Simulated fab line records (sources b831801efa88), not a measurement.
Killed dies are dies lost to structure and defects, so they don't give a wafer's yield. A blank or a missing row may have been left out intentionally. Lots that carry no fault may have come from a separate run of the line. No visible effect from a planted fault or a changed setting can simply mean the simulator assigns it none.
One fault through the eyes of 2 desks :: flow gf180mcu :: what lay behind the numbers comes last; until then each desk has only its own

== TOOL OWNER'S DESK, furnace-01 ==
The tool's own readings at GF_DUAL_GATE_OXIDATION_15 (stabilise 600 s, purge 300 s, target thk 7.098 nm): means of the sampled wafers that have a number, for each lot that ran on this tool. If a lot's mean is further than 4 standard deviations from the usual mean, the lot is out of limits and carries the mark OUT (the distance appears in the brackets).
Columns: A = spike-tc-bottom-C at GF_DUAL_GATE_OXIDATION_15, usual 868.2 C; B = spike-tc-centre-C at GF_DUAL_GATE_OXIDATION_15, usual 850.6 C; C = spike-tc-lower-C at GF_DUAL_GATE_OXIDATION_15, usual 851.1 C; D = spike-tc-top-C at GF_DUAL_GATE_OXIDATION_15, usual 863.9 C; E = spike-tc-upper-C at GF_DUAL_GATE_OXIDATION_15, usual 850.1 C; F = tube-center-temp-C at GF_DUAL_GATE_OXIDATION_15, usual 849.99 C; G = tube_center_temp_C_max at GF_DUAL_GATE_OXIDATION_15, usual 852.2
lot: L229
first seen here: day 10 22:14
A: 886.5 (+17) OUT
B: 868.2 (+13) OUT
C: 869.2 (+13) OUT
D: 882.0 (+10) OUT
E: 867.3 (+17) OUT
F: 867.23 (+99 or more) OUT
G: 869.5 (+50) OUT

lot: L231
first seen here: day 11 12:46
A: 885.3 (+16) OUT
B: 869.6 (+14) OUT
C: 868.2 (+12) OUT
D: 882.8 (+11) OUT
E: 868.0 (+18) OUT
F: 867.25 (+99 or more) OUT
G: 869.5 (+49) OUT

lot: L239
first seen here: day 13 19:59
A: 867.8
B: 851.2
C: 851.5
D: 865.4
E: 850.6
F: 849.99
G: 852.0

lot: L240
first seen here: day 14 08:07
A: 868.0
B: 851.2
C: 852.6
D: 865.2
E: 850.0
F: 850.04
G: 852.6

lot: L242
first seen here: day 15 05:50
A: 867.7
B: 852.0
C: 850.9
D: 865.1
E: 851.3
F: 849.98
G: 852.2
This desk's finding: out of limits on L229, L231; first on L229, day 10 22:14 (spike-tc-bottom-C at GF_DUAL_GATE_OXIDATION_15). L239, L240, L242 stayed within limits.

== METROLOGY DESK ==
What the gauges read, lot by lot, whatever tool the lot ran on: means of the sampled wafers that have a number. If a lot's mean is further than 4 standard deviations from the usual mean, the lot is out of limits and carries the mark OUT (the distance appears in the brackets).
Columns: A = V2_BOW at GF_V2_BOW_MEAS_05, usual 100 um
lot: L220
first seen here: day 19 05:04
A: 95

lot: L221
first seen here: day 19 16:19
A: 99

lot: L222
first seen here: day 19 23:20
A: 103

lot: L225
first seen here: day 20 18:19
A: 98

lot: L229
first seen here: day 22 16:29
A: 109

lot: L231
first seen here: day 23 07:28
A: 98

lot: L235
first seen here: day 24 13:57
A: 101

lot: L239
first seen here: day 25 19:38
A: 103

lot: L240
first seen here: day 26 07:47
A: 99

lot: L241
first seen here: day 27 04:28
A: 88

lot: L242
first seen here: day 27 05:59
A: 109

lot: L243
first seen here: day 27 18:23
A: 94
This desk's finding: nothing out of limits on any of the 12 lots.

== TAKEN TOGETHER ==
At day 10 22:14, on L229, L231, the tool owner's desk was in a position to raise an alarm.
From the metrology desk's view, nothing was out of limits.
The metrology desk holds a record of L229, L231, inside its limits.
On furnace-01, each named lot ran GF_DUAL_GATE_OXIDATION_15.

== WHAT THE SIMULATOR PUT IN ==
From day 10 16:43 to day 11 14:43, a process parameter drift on furnace-01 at GF_DUAL_GATE_OXIDATION_15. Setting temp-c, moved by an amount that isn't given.
Struck lots among those shown: L229, L231.
Hours from the fault's start to each desk's first reading out of limits: the tool owner's desk, 6.
